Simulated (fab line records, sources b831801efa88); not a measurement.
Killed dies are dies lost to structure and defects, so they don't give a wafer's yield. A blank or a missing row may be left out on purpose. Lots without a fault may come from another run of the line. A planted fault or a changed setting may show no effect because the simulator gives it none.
Problem report in the 8D (eight disciplines) form, filled by code | flow sky130 | the parts of the form that need people (team, actions taken, sign-off) are left out

1. THE PROBLEM
run_length_s at SKY_FIELD_ISO_WET_ETCH_30 reads a mean of 102.8 s on 6 wafers of 2 lots; wafers without a fault read 78.8 s with a standard deviation of 2.8. That is +8.6 standard deviations from the usual mean.
The step: etches SiO2 in dHF, target depth 25 nm, time 50 s.
First seen on wafer L628.2, day 6 13:16, on wet_bench-01. The record holds 18 wafers of 6 lots with a number at this step. Rule for "out", or "out of limits": more than 4 standard deviations from the usual mean. The other wafers with a number count as sound.

2. WHAT IT IS AND WHAT IT IS NOT
question                    | is                     | is not
which readings at this step | run_length_s           | -
which lots                  | L627, L628             | L614, L619, L629, L633
which wafers of those lots  | all that have a number | -
read on which tools         | wet_bench-01           | wet_bench-03
when                        | from day 6 13:16       | up to then (6 sound wafers); but 6 sound wafers of L629, L633 came after

3. SUSPECTS, AND WHAT RULES EACH OUT
Counting: a tool at a process step up to the reading stays a suspect if it ran every lot that is out and no sound lot after the first of them.
- wet_bench-01 at SKY_FIELD_ISO_WET_ETCH_30 (etches SiO2 in dHF, target depth 25 nm, time 50 s): kept. It ran every lot that is out, first L628 (day 6 13:16), and no sound lot after that; its last sound lot up to then is L619 (day 4 13:25). Its own readings are out on those wafers: run_length_s.
Left after counting: wet_bench-01 at SKY_FIELD_ISO_WET_ETCH_30.

4. THE CAUSE (what the simulator had put in)
Process parameter drift: wet_bench-01, from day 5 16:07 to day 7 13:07, at SKY_FIELD_ISO_WET_ETCH_30. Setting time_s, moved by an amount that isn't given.
Counting left only this tool.

5. THE CHAIN OF EFFECTS, in route order
Each row: a reading whose mean over the struck wafers that have a number lies more than 3 standard deviations from the usual. Only readings for which the record gives a usual standard deviation are gone through. hours: the time from each lot's start at the first step in this table that gives one to its start at this step, as a median over the lots. sigmas: the change in usual standard deviations.
hours | step                      | reading      | usual  | on struck wafers | change | sigmas
0     | SKY_FIELD_ISO_WET_ETCH_30 | run_length_s | 78.8 s | 102.8            | +24.0  | +8.6
The process steps in it:
- SKY_FIELD_ISO_WET_ETCH_30: etches SiO2 in dHF, target depth 25 nm, time 50 s.
Later measuring or inspecting steps at which every struck wafer that the step has a row for has a number for every such reading, and none has moved that far: SKY_NWELL_THK_MEAS_02, SKY_DNWELL_TW_MEAS_09, SKY_PWDE_OVL_MEAS_07, SKY_PWDE_TW_MEAS_10.

6. WHAT WOULD HAVE CAUGHT IT SOONER
In this record the first reading out of limits was taken at day 6 13:16, 21 hours after the fault began at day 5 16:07.
